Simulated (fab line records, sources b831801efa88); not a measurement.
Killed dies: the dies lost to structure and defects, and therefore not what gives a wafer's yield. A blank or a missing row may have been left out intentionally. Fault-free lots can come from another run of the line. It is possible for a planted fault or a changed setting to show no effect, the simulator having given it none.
fab line records :: flow gf180mcu
record:
  lots: 14
  wafers: 42
  last-day: 35
route steps=602 shown HV_LDD@219 V1@352 V3@433
lots with no fault: from the same line, run without faults
start-h: hours from the record's first day to the start of the lot's first wafer shown :: wait-h: time in hours since the lot's previous step :: " repeats the value in the row above :: L1.1+2: several wafers, shown together as one row :: - no value, or no start was given :: * or withheld: withheld :: < > ~ a bound
route shown NAME@n: NAME is a module with steps in the file, n the number in the route of the first one :: usual: mean/standard deviation taken from wafers without a fault :: same: alike in all rows :: chamber/n: place in a boat :: sites: readings site by site :: _std_site: the standard deviation of these :: _edge_site: the outer-site mean with the inner-site mean subtracted :: radius-mm: how far each site lies from the wafer's centre :: mask NAME#n: copy n :: behind: the last tool/chamber to shape the wafer :: hold: the reason the lot was held/the length of the hold in hours/how it ended :: device: which transistor (n, p or np) failed to switch :: end of line: at the end of the route, the tests of the same wafers :: a step given without rows: its recipe and nothing more :: killed: dies lost to structure and defects at the first sort, not the wafer's yield :: map: a wafer's dies, x killed, . not, _ none there
set.NAME: the setting the step ran with; set.NAME@STEP: the setting that earlier step ran with :: model.NAME: the simulator's own value behind a step, which no gauge read
the route's steps for a sample of lots (tables are steps, rows are wafers)
services: a tool's chamber out of use, with start hour (start-h, from the record's first day; less than 0 if before it), hours out, and reason
== steps ==
step: GF_HV_LDD_EXPOSE_43
recipe:
  mask-id: Pplus_HV_AREA
  target-cd-nm: 400
  na: 0.6
  source-shape: conventional
  sigma-outer: 0.6
  dose-mj: 140
usual:
  exposure-dose-mJ-cm2: 140.01/0.14
  focus-offset-nm: 0.1/0.48
lot.wafer: L541.2
tool: iline-stepper-02
chamber: 0
start-h: 297.76
wait-h: -
mask: Pplus_HV_AREA#0
exposure-dose-mJ-cm2: 140.01
focus-offset-nm: -0.7

lot.wafer: L541.5
tool: iline-stepper-02
chamber: 0
start-h: 297.76
wait-h: -
mask: Pplus_HV_AREA#0
exposure-dose-mJ-cm2: 139.87
focus-offset-nm: -0.7

lot.wafer: L541.6
tool: iline-stepper-02
chamber: 0
start-h: 297.76
wait-h: -
mask: Pplus_HV_AREA#0
exposure-dose-mJ-cm2: 139.99
focus-offset-nm: 0.1

lot.wafer: L542.3
tool: iline-stepper-01
chamber: 0
start-h: 310.58
wait-h: -
mask: Pplus_HV_AREA#0
exposure-dose-mJ-cm2: 140.17
focus-offset-nm: 0.6

lot.wafer: L542.5
tool: iline-stepper-01
chamber: 0
start-h: 310.58
wait-h: -
mask: Pplus_HV_AREA#0
exposure-dose-mJ-cm2: 140.04
focus-offset-nm: 0.2

lot.wafer: L542.6
tool: iline-stepper-01
chamber: 0
start-h: 310.58
wait-h: -
mask: Pplus_HV_AREA#0
exposure-dose-mJ-cm2: 140.09
focus-offset-nm: 0.0

lot.wafer: L543.1
tool: iline-stepper-02
chamber: 0
start-h: 316.09
wait-h: -
mask: Pplus_HV_AREA#0
exposure-dose-mJ-cm2: 139.96
focus-offset-nm: 0.8

lot.wafer: L543.4
tool: iline-stepper-02
chamber: 0
start-h: 316.09
wait-h: -
mask: Pplus_HV_AREA#0
exposure-dose-mJ-cm2: 140.02
focus-offset-nm: 0.5

lot.wafer: L543.6
tool: iline-stepper-02
chamber: 0
start-h: 316.09
wait-h: -
mask: Pplus_HV_AREA#0
exposure-dose-mJ-cm2: 140.04
focus-offset-nm: 0.8

lot.wafer: L544.1
tool: iline-stepper-02
chamber: 0
start-h: 323.86
wait-h: -
mask: Pplus_HV_AREA#0
exposure-dose-mJ-cm2: 140.27
focus-offset-nm: 0.5

lot.wafer: L544.3
tool: iline-stepper-02
chamber: 0
start-h: 323.86
wait-h: -
mask: Pplus_HV_AREA#0
exposure-dose-mJ-cm2: 140.06
focus-offset-nm: 0.6

lot.wafer: L544.5
tool: iline-stepper-02
chamber: 0
start-h: 323.86
wait-h: -
mask: Pplus_HV_AREA#0
exposure-dose-mJ-cm2: 139.98
focus-offset-nm: 0.6

lot.wafer: L548.1
tool: iline-stepper-02
chamber: -
start-h: 351.31
wait-h: -
mask: Pplus_HV_AREA#0
exposure-dose-mJ-cm2: -
focus-offset-nm: -

lot.wafer: L548.4
tool: iline-stepper-02
chamber: -
start-h: 351.31
wait-h: -
mask: Pplus_HV_AREA#0
exposure-dose-mJ-cm2: -
focus-offset-nm: -

lot.wafer: L548.6
tool: iline-stepper-02
chamber: -
start-h: 351.31
wait-h: -
mask: Pplus_HV_AREA#0
exposure-dose-mJ-cm2: -
focus-offset-nm: -

lot.wafer: L549.2
tool: iline-stepper-02
chamber: -
start-h: 364.44
wait-h: -
mask: Pplus_HV_AREA#0
exposure-dose-mJ-cm2: -
focus-offset-nm: -

lot.wafer: L549.4
tool: iline-stepper-02
chamber: -
start-h: 364.44
wait-h: -
mask: Pplus_HV_AREA#0
exposure-dose-mJ-cm2: -
focus-offset-nm: -

lot.wafer: L549.6
tool: iline-stepper-02
chamber: -
start-h: 364.44
wait-h: -
mask: Pplus_HV_AREA#0
exposure-dose-mJ-cm2: -
focus-offset-nm: -

lot.wafer: L553.1
tool: iline-stepper-01
chamber: 0
start-h: 392.57
wait-h: -
mask: Pplus_HV_AREA#0
exposure-dose-mJ-cm2: 139.85
focus-offset-nm: 0.1

lot.wafer: L553.5
tool: iline-stepper-01
chamber: 0
start-h: 392.57
wait-h: -
mask: Pplus_HV_AREA#0
exposure-dose-mJ-cm2: 139.83
focus-offset-nm: 0.7

lot.wafer: L553.6
tool: iline-stepper-01
chamber: 0
start-h: 392.57
wait-h: -
mask: Pplus_HV_AREA#0
exposure-dose-mJ-cm2: 139.94
focus-offset-nm: 0.2

lot.wafer: L554.2
tool: iline-stepper-02
chamber: 0
start-h: 400.31
wait-h: -
mask: Pplus_HV_AREA#0
exposure-dose-mJ-cm2: 139.88
focus-offset-nm: -0.1

lot.wafer: L554.3
tool: iline-stepper-02
chamber: 0
start-h: 400.31
wait-h: -
mask: Pplus_HV_AREA#0
exposure-dose-mJ-cm2: 139.82
focus-offset-nm: -0.5

lot.wafer: L554.4
tool: iline-stepper-02
chamber: 0
start-h: 400.31
wait-h: -
mask: Pplus_HV_AREA#0
exposure-dose-mJ-cm2: 139.90
focus-offset-nm: -0.2

lot.wafer: L555.2
tool: iline-stepper-01
chamber: 0
start-h: 412.61
wait-h: -
mask: Pplus_HV_AREA#0
exposure-dose-mJ-cm2: 140.01
focus-offset-nm: -0.7

lot.wafer: L555.3
tool: iline-stepper-01
chamber: 0
start-h: 412.61
wait-h: -
mask: Pplus_HV_AREA#0
exposure-dose-mJ-cm2: 140.11
focus-offset-nm: -1.0

lot.wafer: L555.5
tool: iline-stepper-01
chamber: 0
start-h: 412.61
wait-h: -
mask: Pplus_HV_AREA#0
exposure-dose-mJ-cm2: 139.95
focus-offset-nm: -0.6

lot.wafer: L556.2
tool: iline-stepper-02
chamber: 0
start-h: 417.76
wait-h: -
mask: Pplus_HV_AREA#0
exposure-dose-mJ-cm2: 139.89
focus-offset-nm: 0.4

lot.wafer: L556.4
tool: iline-stepper-02
chamber: 0
start-h: 417.76
wait-h: -
mask: Pplus_HV_AREA#0
exposure-dose-mJ-cm2: 140.15
focus-offset-nm: 0.4

lot.wafer: L556.6
tool: iline-stepper-02
chamber: 0
start-h: 417.76
wait-h: -
mask: Pplus_HV_AREA#0
exposure-dose-mJ-cm2: 139.82
focus-offset-nm: -0.3

lot.wafer: L557.3
tool: iline-stepper-01
chamber: 0
start-h: 424.38
wait-h: -
mask: Pplus_HV_AREA#0
exposure-dose-mJ-cm2: 140.20
focus-offset-nm: 0.1

lot.wafer: L557.5
tool: iline-stepper-01
chamber: 0
start-h: 424.38
wait-h: -
mask: Pplus_HV_AREA#0
exposure-dose-mJ-cm2: 140.01
focus-offset-nm: 0.2

lot.wafer: L557.6
tool: iline-stepper-01
chamber: 0
start-h: 424.38
wait-h: -
mask: Pplus_HV_AREA#0
exposure-dose-mJ-cm2: 139.87
focus-offset-nm: -0.4

lot.wafer: L559.4
tool: iline-stepper-02
chamber: 0
start-h: 438.85
wait-h: -
mask: Pplus_HV_AREA#0
exposure-dose-mJ-cm2: 139.77
focus-offset-nm: 0.3

lot.wafer: L559.5
tool: iline-stepper-02
chamber: 0
start-h: 438.85
wait-h: -
mask: Pplus_HV_AREA#0
exposure-dose-mJ-cm2: 139.99
focus-offset-nm: -0.1

lot.wafer: L559.6
tool: iline-stepper-02
chamber: 0
start-h: 438.85
wait-h: -
mask: Pplus_HV_AREA#0
exposure-dose-mJ-cm2: 140.10
focus-offset-nm: 0.9

lot.wafer: L560.1
tool: iline-stepper-02
chamber: 0
start-h: 443.81
wait-h: -
mask: Pplus_HV_AREA#0
exposure-dose-mJ-cm2: 139.82
focus-offset-nm: -0.7

lot.wafer: L560.5
tool: iline-stepper-02
chamber: 0
start-h: 443.81
wait-h: -
mask: Pplus_HV_AREA#0
exposure-dose-mJ-cm2: 139.80
focus-offset-nm: 1.0

lot.wafer: L560.6
tool: iline-stepper-02
chamber: 0
start-h: 443.81
wait-h: -
mask: Pplus_HV_AREA#0
exposure-dose-mJ-cm2: 139.69
focus-offset-nm: -0.2

lot.wafer: L561.1
tool: iline-stepper-02
chamber: 0
start-h: 452.52
wait-h: -
mask: Pplus_HV_AREA#0
exposure-dose-mJ-cm2: 139.91
focus-offset-nm: -0.1

lot.wafer: L561.3
tool: iline-stepper-02
chamber: 0
start-h: 452.52
wait-h: -
mask: Pplus_HV_AREA#0
exposure-dose-mJ-cm2: 140.00
focus-offset-nm: 0.6

lot.wafer: L561.4
tool: iline-stepper-02
chamber: 0
start-h: 452.52
wait-h: -
mask: Pplus_HV_AREA#0
exposure-dose-mJ-cm2: 139.79
focus-offset-nm: 0.2
step: GF_V1_ETCH_17
recipe:
  chemistry: C4F8/O2/Ar
  mask-material: KrF
  target: SiO2
  stop-on: TiN
  source-w: 1500
  bias-w: 1200
  pressure-mtorr: 40
  c4f8-flow-sccm: withheld
  O2_flow_sccm: 6
  Ar_flow_sccm: 300
  time-s: withheld
  target-depth-a: 6300
usual:
  oes-product-au: 0.857/0.0047
lot.wafer: L541.2
tool: rie-diel-04
chamber: 0
start-h: -
wait-h: -
oes-product-au: 0.860

lot.wafer: L541.5
tool: rie-diel-04
chamber: 2
start-h: -
wait-h: -
oes-product-au: 0.858

lot.wafer: L541.6
tool: rie-diel-04
chamber: 0
start-h: -
wait-h: -
oes-product-au: 0.856

lot.wafer: L542.3
tool: rie-diel-03
chamber: 3
start-h: -
wait-h: -
oes-product-au: 0.861

lot.wafer: L542.5
tool: rie-diel-03
chamber: 2
start-h: -
wait-h: -
oes-product-au: 0.864

lot.wafer: L542.6
tool: rie-diel-03
chamber: 1
start-h: -
wait-h: -
oes-product-au: 0.853

lot.wafer: L543.1
tool: rie-diel-02
chamber: 1
start-h: -
wait-h: -
oes-product-au: 0.859

lot.wafer: L543.4
tool: rie-diel-02
chamber: 2
start-h: -
wait-h: -
oes-product-au: 0.861

lot.wafer: L543.6
tool: rie-diel-02
chamber: 2
start-h: -
wait-h: -
oes-product-au: 0.852

lot.wafer: L544.1
tool: rie-diel-02
chamber: 2
start-h: -
wait-h: -
oes-product-au: 0.856

lot.wafer: L544.3
tool: rie-diel-02
chamber: 0
start-h: -
wait-h: -
oes-product-au: 0.858

lot.wafer: L544.5
tool: rie-diel-02
chamber: 1
start-h: -
wait-h: -
oes-product-au: 0.862

lot.wafer: L553.1
tool: rie-diel-04
chamber: 3
start-h: -
wait-h: -
oes-product-au: 0.859

lot.wafer: L553.5
tool: rie-diel-04
chamber: 3
start-h: -
wait-h: -
oes-product-au: 0.856

lot.wafer: L553.6
tool: rie-diel-04
chamber: 2
start-h: -
wait-h: -
oes-product-au: 0.861

lot.wafer: L554.2
tool: rie-diel-03
chamber: 2
start-h: -
wait-h: -
oes-product-au: 0.870

lot.wafer: L554.3
tool: rie-diel-03
chamber: 1
start-h: -
wait-h: -
oes-product-au: 0.853

lot.wafer: L554.4
tool: rie-diel-03
chamber: 0
start-h: -
wait-h: -
oes-product-au: 0.854

lot.wafer: L555.2
tool: rie-diel-04
chamber: 2
start-h: -
wait-h: -
oes-product-au: 0.856

lot.wafer: L555.3
tool: rie-diel-04
chamber: 1
start-h: -
wait-h: -
oes-product-au: 0.859

lot.wafer: L555.5
tool: rie-diel-04
chamber: 2
start-h: -
wait-h: -
oes-product-au: 0.854

lot.wafer: L556.2
tool: rie-diel-03
chamber: 3
start-h: -
wait-h: -
oes-product-au: 0.862

lot.wafer: L556.4
tool: rie-diel-03
chamber: 2
start-h: -
wait-h: -
oes-product-au: 0.857

lot.wafer: L556.6
tool: rie-diel-03
chamber: 0
start-h: -
wait-h: -
oes-product-au: 0.854

lot.wafer: L557.3
tool: rie-diel-04
chamber: 2
start-h: -
wait-h: -
oes-product-au: 0.858

lot.wafer: L557.5
tool: rie-diel-04
chamber: 3
start-h: -
wait-h: -
oes-product-au: 0.856

lot.wafer: L557.6
tool: rie-diel-04
chamber: 0
start-h: -
wait-h: -
oes-product-au: 0.855

lot.wafer: L559.4
tool: rie-diel-04
chamber: 0
start-h: -
wait-h: -
oes-product-au: 0.857

lot.wafer: L559.5
tool: rie-diel-04
chamber: 1
start-h: -
wait-h: -
oes-product-au: 0.858

lot.wafer: L559.6
tool: rie-diel-04
chamber: 0
start-h: -
wait-h: -
oes-product-au: 0.855

lot.wafer: L560.1
tool: rie-diel-02
chamber: 0
start-h: -
wait-h: -
oes-product-au: 0.866

lot.wafer: L560.5
tool: rie-diel-02
chamber: 1
start-h: -
wait-h: -
oes-product-au: 0.860

lot.wafer: L560.6
tool: rie-diel-02
chamber: 2
start-h: -
wait-h: -
oes-product-au: 0.854

lot.wafer: L561.1
tool: rie-diel-02
chamber: 2
start-h: -
wait-h: -
oes-product-au: 0.855

lot.wafer: L561.3
tool: rie-diel-02
chamber: 3
start-h: -
wait-h: -
oes-product-au: 0.868

lot.wafer: L561.4
tool: rie-diel-02
chamber: 1
start-h: -
wait-h: -
oes-product-au: 0.855
step: GF_V3_CMP_04
recipe:
  material: SiO2
  down-force-psi: 4
  platen-rpm: 58.68
  pad-velocity-m-s: 0.94248
usual:
  motor-current-A: 11.9/1.3
  slurry-filter-dp-kPa: 13.50/0.14
  time-to-endpoint-s: 85/6.1
lot.wafer: L541.2
tool: cmp-02
chamber: 3
start-h: 539.98
wait-h: 0.0
motor-current-A: 11.1
slurry-filter-dp-kPa: 13.57
time-to-endpoint-s: 90

lot.wafer: L541.5
tool: cmp-02
chamber: 3
start-h: 539.98
wait-h: 0.0
motor-current-A: 10.5
slurry-filter-dp-kPa: 13.66
time-to-endpoint-s: 96

lot.wafer: L541.6
tool: cmp-02
chamber: 0
start-h: 539.98
wait-h: 0.0
motor-current-A: 11.3
slurry-filter-dp-kPa: 13.51
time-to-endpoint-s: 92

lot.wafer: L542.3
tool: cmp-02
chamber: 2
start-h: 553.60
wait-h: 0.0
motor-current-A: 11.8
slurry-filter-dp-kPa: 13.48
time-to-endpoint-s: 87

lot.wafer: L542.6
tool: cmp-02
chamber: 2
start-h: 553.60
wait-h: 0.0
motor-current-A: 12.2
slurry-filter-dp-kPa: 13.38
time-to-endpoint-s: 91

lot.wafer: L542.5
tool: cmp-02
chamber: 3
start-h: 553.60
wait-h: 0.0
motor-current-A: 10.7
slurry-filter-dp-kPa: 13.82
time-to-endpoint-s: 97

lot.wafer: L543.4
tool: cmp-02
chamber: 1
start-h: 559.84
wait-h: 0.1
motor-current-A: 14.9
slurry-filter-dp-kPa: 13.45
time-to-endpoint-s: 88

lot.wafer: L543.1
tool: cmp-02
chamber: 3
start-h: 559.84
wait-h: 0.1
motor-current-A: 11.4
slurry-filter-dp-kPa: 13.34
time-to-endpoint-s: 87

lot.wafer: L543.6
tool: cmp-02
chamber: 1
start-h: 559.84
wait-h: 0.1
motor-current-A: 14.0
slurry-filter-dp-kPa: 13.39
time-to-endpoint-s: 86

lot.wafer: L544.3
tool: cmp-01
chamber: 3
start-h: 568.07
wait-h: 0.0
motor-current-A: 9.2
slurry-filter-dp-kPa: 13.46
time-to-endpoint-s: 83

lot.wafer: L544.1
tool: cmp-01
chamber: 0
start-h: 568.07
wait-h: 0.0
motor-current-A: 11.8
slurry-filter-dp-kPa: 13.39
time-to-endpoint-s: 82

lot.wafer: L544.5
tool: cmp-01
chamber: 0
start-h: 568.07
wait-h: 0.0
motor-current-A: 11.4
slurry-filter-dp-kPa: 13.75
time-to-endpoint-s: 86

lot.wafer: L553.1
tool: cmp-02
chamber: 3
start-h: 634.58
wait-h: 0.1
motor-current-A: 10.8
slurry-filter-dp-kPa: 13.79
time-to-endpoint-s: 82

lot.wafer: L553.6
tool: cmp-02
chamber: 3
start-h: 634.58
wait-h: 0.1
motor-current-A: 10.8
slurry-filter-dp-kPa: 13.64
time-to-endpoint-s: 81

lot.wafer: L553.5
tool: cmp-02
chamber: 0
start-h: 634.58
wait-h: 0.1
motor-current-A: 11.8
slurry-filter-dp-kPa: 13.27
time-to-endpoint-s: 85

lot.wafer: L554.3
tool: cmp-01
chamber: 2
start-h: 641.11
wait-h: 0.0
motor-current-A: 11.0
slurry-filter-dp-kPa: 13.45
time-to-endpoint-s: 82

lot.wafer: L554.2
tool: cmp-01
chamber: 3
start-h: 641.11
wait-h: 0.0
motor-current-A: 9.5
slurry-filter-dp-kPa: 13.65
time-to-endpoint-s: 82

lot.wafer: L554.4
tool: cmp-01
chamber: 1
start-h: 641.11
wait-h: 0.0
motor-current-A: 10.8
slurry-filter-dp-kPa: 13.48
time-to-endpoint-s: 91

lot.wafer: L555.2
tool: cmp-02
chamber: 2
start-h: 651.32
wait-h: 0.2
motor-current-A: 12.2
slurry-filter-dp-kPa: 13.19
time-to-endpoint-s: 80

lot.wafer: L555.3
tool: cmp-02
chamber: 3
start-h: 651.32
wait-h: 0.2
motor-current-A: 10.6
slurry-filter-dp-kPa: 13.69
time-to-endpoint-s: 94

lot.wafer: L555.5
tool: cmp-02
chamber: 1
start-h: 651.32
wait-h: 0.2
motor-current-A: 14.2
slurry-filter-dp-kPa: 13.41
time-to-endpoint-s: 94

lot.wafer: L556.2
tool: cmp-02
chamber: 3
start-h: 655.62
wait-h: 0.0
motor-current-A: 11.5
slurry-filter-dp-kPa: 13.52
time-to-endpoint-s: 91

lot.wafer: L556.4
tool: cmp-02
chamber: 2
start-h: 655.62
wait-h: 0.0
motor-current-A: 11.9
slurry-filter-dp-kPa: 13.43
time-to-endpoint-s: 83

lot.wafer: L556.6
tool: cmp-02
chamber: 3
start-h: 655.62
wait-h: 0.0
motor-current-A: 10.6
slurry-filter-dp-kPa: 13.51
time-to-endpoint-s: 97

lot.wafer: L557.3
tool: cmp-02
chamber: 0
start-h: 661.10
wait-h: 0.1
motor-current-A: 11.3
slurry-filter-dp-kPa: 13.39
time-to-endpoint-s: 85

lot.wafer: L557.6
tool: cmp-02
chamber: 2
start-h: 661.10
wait-h: 0.1
motor-current-A: 12.4
slurry-filter-dp-kPa: 13.46
time-to-endpoint-s: 88

lot.wafer: L557.5
tool: cmp-02
chamber: 3
start-h: 661.10
wait-h: 0.1
motor-current-A: 11.3
slurry-filter-dp-kPa: 13.46
time-to-endpoint-s: 91

lot.wafer: L559.4
tool: cmp-02
chamber: 3
start-h: 675.03
wait-h: 0.1
motor-current-A: 10.6
slurry-filter-dp-kPa: 13.44
time-to-endpoint-s: 94

lot.wafer: L559.6
tool: cmp-02
chamber: 2
start-h: 675.03
wait-h: 0.1
motor-current-A: 12.4
slurry-filter-dp-kPa: 13.26
time-to-endpoint-s: 88

lot.wafer: L559.5
tool: cmp-02
chamber: 3
start-h: 675.03
wait-h: 0.1
motor-current-A: 10.8
slurry-filter-dp-kPa: 13.39
time-to-endpoint-s: 90

lot.wafer: L560.1
tool: cmp-02
chamber: 0
start-h: 680.80
wait-h: 0.1
motor-current-A: 12.0
slurry-filter-dp-kPa: 13.49
time-to-endpoint-s: 83

lot.wafer: L560.6
tool: cmp-02
chamber: 2
start-h: 680.80
wait-h: 0.1
motor-current-A: 12.5
slurry-filter-dp-kPa: 13.67
time-to-endpoint-s: 83

lot.wafer: L560.5
tool: cmp-02
chamber: 3
start-h: 680.80
wait-h: 0.1
motor-current-A: 11.2
slurry-filter-dp-kPa: 13.32
time-to-endpoint-s: 91

lot.wafer: L561.4
tool: cmp-02
chamber: 3
start-h: 685.01
wait-h: 0.3
motor-current-A: 10.9
slurry-filter-dp-kPa: 13.58
time-to-endpoint-s: 99

lot.wafer: L561.3
tool: cmp-02
chamber: 0
start-h: 685.01
wait-h: 0.3
motor-current-A: 11.4
slurry-filter-dp-kPa: 13.29
time-to-endpoint-s: 87

lot.wafer: L561.1
tool: cmp-02
chamber: 1
start-h: 685.01
wait-h: 0.3
motor-current-A: 14.0
slurry-filter-dp-kPa: 13.46
time-to-endpoint-s: 84
step: GF_V3_OVL_MEAS_15
usual:
  V3_OVL: 0/5.6
lot.wafer: L541.2
tool: overlay-02
chamber: -
start-h: 564.79
wait-h: 0.1
V3_OVL[nm]: 6

lot.wafer: L541.5
tool: overlay-02
chamber: -
start-h: 564.79
wait-h: 0.1
V3_OVL[nm]: 8

lot.wafer: L541.6
tool: overlay-02
chamber: -
start-h: 564.79
wait-h: 0.1
V3_OVL[nm]: 0

lot.wafer: L542.3
tool: overlay-02
chamber: -
start-h: 576.89
wait-h: 0.1
V3_OVL[nm]: 5

lot.wafer: L542.5
tool: overlay-02
chamber: -
start-h: 576.89
wait-h: 0.1
V3_OVL[nm]: 4

lot.wafer: L542.6
tool: overlay-02
chamber: -
start-h: 576.89
wait-h: 0.1
V3_OVL[nm]: 7

lot.wafer: L543.1
tool: overlay-01
chamber: -
start-h: 582.73
wait-h: 0.1
V3_OVL[nm]: -11

lot.wafer: L543.4
tool: overlay-01
chamber: -
start-h: 582.73
wait-h: 0.1
V3_OVL[nm]: 1

lot.wafer: L543.6
tool: overlay-01
chamber: -
start-h: 582.73
wait-h: 0.1
V3_OVL[nm]: -2

lot.wafer: L544.1
tool: overlay-02
chamber: -
start-h: 591.58
wait-h: 0.1
V3_OVL[nm]: 1

lot.wafer: L544.3
tool: overlay-02
chamber: -
start-h: 591.58
wait-h: 0.1
V3_OVL[nm]: -2

lot.wafer: L544.5
tool: overlay-02
chamber: -
start-h: 591.58
wait-h: 0.1
V3_OVL[nm]: -4

lot.wafer: L553.1
tool: overlay-02
chamber: -
start-h: 655.96
wait-h: 0.1
V3_OVL[nm]: 0

lot.wafer: L553.5
tool: overlay-02
chamber: -
start-h: 655.96
wait-h: 0.1
V3_OVL[nm]: 3

lot.wafer: L553.6
tool: overlay-02
chamber: -
start-h: 655.96
wait-h: 0.1
V3_OVL[nm]: -2

lot.wafer: L554.2
tool: overlay-02
chamber: -
start-h: 662.58
wait-h: 0.1
V3_OVL[nm]: 4

lot.wafer: L554.3
tool: overlay-02
chamber: -
start-h: 662.58
wait-h: 0.1
V3_OVL[nm]: -3

lot.wafer: L554.4
tool: overlay-02
chamber: -
start-h: 662.58
wait-h: 0.1
V3_OVL[nm]: 13

lot.wafer: L555.2
tool: overlay-01
chamber: -
start-h: 672.68
wait-h: 0.1
V3_OVL[nm]: -3

lot.wafer: L555.3
tool: overlay-01
chamber: -
start-h: 672.68
wait-h: 0.1
V3_OVL[nm]: -9

lot.wafer: L555.5
tool: overlay-01
chamber: -
start-h: 672.68
wait-h: 0.1
V3_OVL[nm]: -4

lot.wafer: L556.2
tool: overlay-02
chamber: -
start-h: 676.64
wait-h: 0.1
V3_OVL[nm]: -3

lot.wafer: L556.4
tool: overlay-02
chamber: -
start-h: 676.64
wait-h: 0.1
V3_OVL[nm]: -1

lot.wafer: L556.6
tool: overlay-02
chamber: -
start-h: 676.64
wait-h: 0.1
V3_OVL[nm]: -7

lot.wafer: L557.3
tool: overlay-01
chamber: -
start-h: 682.35
wait-h: 0.1
V3_OVL[nm]: -12

lot.wafer: L557.5
tool: overlay-01
chamber: -
start-h: 682.35
wait-h: 0.1
V3_OVL[nm]: -17

lot.wafer: L557.6
tool: overlay-01
chamber: -
start-h: 682.35
wait-h: 0.1
V3_OVL[nm]: 0

lot.wafer: L559.4
tool: overlay-01
chamber: -
start-h: 695.70
wait-h: 0.1
V3_OVL[nm]: 2

lot.wafer: L559.5
tool: overlay-01
chamber: -
start-h: 695.70
wait-h: 0.1
V3_OVL[nm]: 8

lot.wafer: L559.6
tool: overlay-01
chamber: -
start-h: 695.70
wait-h: 0.1
V3_OVL[nm]: 14

lot.wafer: L560.1
tool: overlay-01
chamber: -
start-h: 701.83
wait-h: 0.1
V3_OVL[nm]: 8

lot.wafer: L560.5
tool: overlay-01
chamber: -
start-h: 701.83
wait-h: 0.1
V3_OVL[nm]: 0

lot.wafer: L560.6
tool: overlay-01
chamber: -
start-h: 701.83
wait-h: 0.1
V3_OVL[nm]: -6

lot.wafer: L561.1
tool: overlay-02
chamber: -
start-h: 705.56
wait-h: 0.1
V3_OVL[nm]: 2

lot.wafer: L561.3
tool: overlay-02
chamber: -
start-h: 705.56
wait-h: 0.1
V3_OVL[nm]: 5

lot.wafer: L561.4
tool: overlay-02
chamber: -
start-h: 705.56
wait-h: 0.1
V3_OVL[nm]: 7
== services ==
tool: rie-diel-04
chamber: 1
start-h: 275.63
hours: 1.4
kind: repair

tool: cmp-02
chamber: -
start-h: 308.83
hours: 14.5
kind: pm

tool: cmp-02
chamber: -
start-h: 329.34
hours: 1.2
kind: repair

tool: cmp-02
chamber: -
start-h: 343.18
hours: 2.3
kind: repair

tool: iline-stepper-02
chamber: -
start-h: 348.12
hours: 1.0
kind: repair

tool: cmp-02
chamber: -
start-h: 370.19
hours: 3.1
kind: repair

tool: rie-diel-04
chamber: 3
start-h: 415.22
hours: 18.0
kind: repair

tool: rie-diel-04
chamber: 2
start-h: 418.28
hours: 10.0
kind: repair

tool: iline-stepper-02
chamber: -
start-h: 421.29
hours: 1.7
kind: pm

tool: rie-diel-04
chamber: 1
start-h: 423.64
hours: 3.0
kind: repair

tool: rie-diel-04
chamber: -
start-h: 429.63
hours: 15.6
kind: pm

tool: iline-stepper-02
chamber: -
start-h: 431.80
hours: 0.7
kind: repair

tool: cmp-02
chamber: -
start-h: 433.50
hours: 0.9
kind: repair

tool: iline-stepper-02
chamber: -
start-h: 440.50
hours: 1.7
kind: repair

tool: iline-stepper-02
chamber: -
start-h: 455.73
hours: 7.2
kind: repair

tool: cmp-02
chamber: -
start-h: 483.65
hours: 5.9
kind: pm

tool: cmp-02
chamber: -
start-h: 522.74
hours: 5.2
kind: pm

tool: cmp-02
chamber: -
start-h: 572.32
hours: 4.0
kind: pm

tool: cmp-02
chamber: -
start-h: 580.85
hours: 1.3
kind: repair

tool: cmp-02
chamber: -
start-h: 603.80
hours: 7.0
kind: repair

tool: iline-stepper-02
chamber: -
start-h: 617.03
hours: 2.1
kind: pm

tool: iline-stepper-02
chamber: -
start-h: 639.47
hours: 1.7
kind: pm

tool: cmp-02
chamber: -
start-h: 647.97
hours: 1.3
kind: repair

tool: cmp-02
chamber: -
start-h: 672.35
hours: 0.8
kind: repair
== key ==
first-sign:
  step: GF_HV_LDD_EXPOSE_43
  reading: tool-record
  direction: missing
effect none on later readings
met-at GF_HV_LDD_EXPOSE_43
struck-lots L548,L549
later-rows-left-out L548.1,L548.4,L548.6,L549.2,L549.4,L549.6
sort-left-out L548.1,L548.4,L548.6,L549.2,L549.4,L549.6
tester-left-out L548,L549
not-acting-at GF_V1_ETCH_17,GF_V3_CMP_04,GF_V3_OVL_MEAS_15
onset-between 323.86 351.31
fault:
  kind: skipped-step-whole
  tool: iline-stepper-02
  chamber: -
  onset-h: 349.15
  steps: GF_HV_LDD_EXPOSE_43
  scope: struck-lots-only
tester-left-out: of these lots the tester's yield and bins aren't shown, on N5 and GAA mostly nor the transistor test; their killed dies are dies lost to structure and defects alone, not to doping, threshold or leakage, so they don't give the yield
sort-left-out: the simulated sort isn't trusted on such a fault, so these wafers' sort isn't shown, and their yield isn't known
later-rows-left-out: the simulator's readings of these wafers behind a module that went badly wrong aren't trusted and aren't shown, but for the sort
